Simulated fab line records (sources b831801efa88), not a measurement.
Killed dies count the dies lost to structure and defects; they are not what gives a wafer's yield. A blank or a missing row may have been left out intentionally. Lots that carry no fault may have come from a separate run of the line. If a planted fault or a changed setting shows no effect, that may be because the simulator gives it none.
Chamber matching :: flow gf180mcu :: rie si-02 running GF_STI_ETCH_14: 4 sister chambers
The step etches Si in HBr/Cl2/O2, target depth 360 nm, time 102.9 s. 16 wafers are shown with their chamber, then 8 later ones without.

## WAFERS, EACH WITH ITS CHAMBER
wafer: L887.3
chamber: 1
drypump motor current A (A): 5.8
oes product au (a.u.): 1.014
throttle valve pct (%): 25.654

wafer: L887.4
chamber: 3
drypump motor current A (A): 5.4
oes product au (a.u.): 0.997
throttle valve pct (%): 25.663

wafer: L887.5
chamber: 0
drypump motor current A (A): 6.8
oes product au (a.u.): 1.012
throttle valve pct (%): 25.642

wafer: L891.3
chamber: 3
drypump motor current A (A): 5.5
oes product au (a.u.): 0.992
throttle valve pct (%): 25.663

wafer: L891.5
chamber: 1
drypump motor current A (A): 5.9
oes product au (a.u.): 0.993
throttle valve pct (%): 25.653

wafer: L891.6
chamber: 2
drypump motor current A (A): 5.9
oes product au (a.u.): 0.994
throttle valve pct (%): 25.670

wafer: L892.2
chamber: 3
drypump motor current A (A): 5.5
oes product au (a.u.): 0.987
throttle valve pct (%): 25.653

wafer: L892.3
chamber: 1
drypump motor current A (A): 5.9
oes product au (a.u.): 0.999
throttle valve pct (%): 25.649

wafer: L892.5
chamber: 2
drypump motor current A (A): 5.9
oes product au (a.u.): 0.993
throttle valve pct (%): 25.674

wafer: L899.3
chamber: 1
drypump motor current A (A): 5.9
oes product au (a.u.): 1.016
throttle valve pct (%): 25.654

wafer: L899.5
chamber: 1
drypump motor current A (A): 5.9
oes product au (a.u.): 1.013
throttle valve pct (%): 25.655

wafer: L899.6
chamber: 2
drypump motor current A (A): 5.9
oes product au (a.u.): 1.005
throttle valve pct (%): 25.652

wafer: L900.3
chamber: 3
drypump motor current A (A): 5.4
oes product au (a.u.): 0.993
throttle valve pct (%): 25.670

wafer: L900.4
chamber: 2
drypump motor current A (A): 5.8
oes product au (a.u.): 0.999
throttle valve pct (%): 25.640

wafer: L900.6
chamber: 0
drypump motor current A (A): 6.8
oes product au (a.u.): 0.993
throttle valve pct (%): 25.650

wafer: L903.3
chamber: 1
drypump motor current A (A): 5.9
oes product au (a.u.): 1.020
throttle valve pct (%): 25.642

SIGNATURES (means of the wafers above)
reading: drypump motor current A
chamber 0: 6.800
chamber 1: 5.883
chamber 2: 5.875
chamber 3: 5.450
scatter within a chamber: 0.0464

reading: oes product au
chamber 0: 1.00250
chamber 1: 1.00917
chamber 2: 0.99775
chamber 3: 0.99225
scatter within a chamber: 0.00861

reading: throttle valve pct
chamber 0: 25.64600
chamber 1: 25.65117
chamber 2: 25.65900
chamber 3: 25.66225
scatter within a chamber: 0.00939
Rule: a wafer lies at a distance from a chamber equal to the root of the sum of squares, over the readings, of (its reading less the chamber's mean, divided by the reading's scatter). If the next closest chamber is less than 2 further off than the closest, the wafer can't be placed; otherwise it belongs to the closest. The scatter: the root of (the sum of the squares of (reading less its chamber's mean) over the shown wafers, divided by (wafers less chambers)).

## WAFERS MISSING THEIR CHAMBER
wafer: L903.4
drypump motor current A (A): 6.8
oes product au (a.u.): 1.003
throttle valve pct (%): 25.650

wafer: L903.5
drypump motor current A (A): 5.8
oes product au (a.u.): 1.002
throttle valve pct (%): 25.660

wafer: L904.2
drypump motor current A (A): 5.5
oes product au (a.u.): 0.994
throttle valve pct (%): 25.660

wafer: L904.4
drypump motor current A (A): 5.9
oes product au (a.u.): 1.014
throttle valve pct (%): 25.631

wafer: L904.6
drypump motor current A (A): 6.8
oes product au (a.u.): 0.990
throttle valve pct (%): 25.647

wafer: L906.1
drypump motor current A (A): 5.9
oes product au (a.u.): 0.994
throttle valve pct (%): 25.652

wafer: L906.3
drypump motor current A (A): 6.7
oes product au (a.u.): 0.986
throttle valve pct (%): 25.665

wafer: L906.6
drypump motor current A (A): 6.7
oes product au (a.u.): 0.978
throttle valve pct (%): 25.665

## WHICH CHAMBER EACH WENT THROUGH
wafer: L903.4
from the rows above: 0
in truth: 0

wafer: L903.5
from the rows above: can't be placed: 2 or 1
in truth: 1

wafer: L904.2
from the rows above: 3
in truth: 3

wafer: L904.4
from the rows above: can't be placed: 1 or 2
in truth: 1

wafer: L904.6
from the rows above: 0
in truth: 0

wafer: L906.1
from the rows above: can't be placed: 2 or 1
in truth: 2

wafer: L906.3
from the rows above: 0
in truth: 0

wafer: L906.6
from the rows above: 0
in truth: 0
Correct placement for 5 of the 8. Cannot be placed on the basis of these rows: 3; the candidates contain the true chamber in 3. Placed wrongly: 0.
